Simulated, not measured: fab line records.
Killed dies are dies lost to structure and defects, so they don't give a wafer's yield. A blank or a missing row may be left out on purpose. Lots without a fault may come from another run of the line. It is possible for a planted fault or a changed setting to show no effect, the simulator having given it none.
Which tool was responsible? -- flow gf180mcu -- Sampling: 6 lots, 18 wafers, 2 of 602 route steps

## WHAT THE GAUGES SHOWED, per wafer
GF_VT_IMPLANT_RS_MEAS_46: measures by four-point-probe.
lot,measured,on,MVSD_RS (ohm/sq)
L417,day 8 01:39,film_metro-03,456.0 455.4 456.7
L423,day 9 22:10,film_metro-04,416.2 417.3 416.4
L426,day 10 17:22,film_metro-02,417.1 417.3 417.6
L428,day 11 06:50,film_metro-02,458.3 457.8 459.0
L433,day 12 13:09,film_metro-04,454.5 454.6 455.4
L436,day 13 13:43,film_metro-02,457.8 456.8 458.6

## EACH LOT AND THE TOOL THAT RAN IT (in order: tool; ch and the chambers of the sampled wafers; start)
lot,GF_MVSD_IMPLANT_09
L417,"implanter-01 ch 0, day 4 21:16"
L423,"implanter-03 ch 0, day 6 12:09"
L426,"implanter-03 ch 0, day 7 03:38"
L428,"implanter-02 ch 0, day 7 15:16"
L433,"implanter-02 ch 0, day 8 20:19"
L436,"implanter-02 ch 0, day 9 16:45"
- GF_MVSD_IMPLANT_09

## THE ANSWER, worked out from the rows above alone
Rule: usual is defined by the lots themselves. Put in order of their means at a reading, lots are off if they are a third of the lots or fewer, leave a main group of 4 or more, and stand apart from it by a gap of 3 or more times the standard deviation of the main group's means; of several such gaps the widest counts. The tables above print the reading to a certain number of digits; a main group whose means all agree to those digits is not used. A lot without any number at a reading at which 4 lots or more have one is off too. Where the step has rows for the other lots, those lots are counted as sound.
Off: at GF_VT_IMPLANT_RS_MEAS_46 (MVSD_RS), L423, L426. For the main group the mean is 456.7 ohm/sq and the standard deviation 1.4.
If a tool, at a process step before that reading, ran all the lots that are off and no sound lot after the first of them, it fits. Gauges at GF_VT_IMPLANT_RS_MEAS_46: tried the same way as those tools. One fits: GF_MVSD_IMPLANT_09 on implanter-03. It ran no sound lot before its first lot that is off in this sample, so the start can't be narrowed down.

## WHAT THE SIMULATOR PUT IN
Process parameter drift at GF_MVSD_IMPLANT_09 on implanter-03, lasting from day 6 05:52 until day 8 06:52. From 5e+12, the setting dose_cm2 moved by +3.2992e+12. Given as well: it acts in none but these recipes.
Lots struck among those shown: L423, L426. Same finding as the rule above.
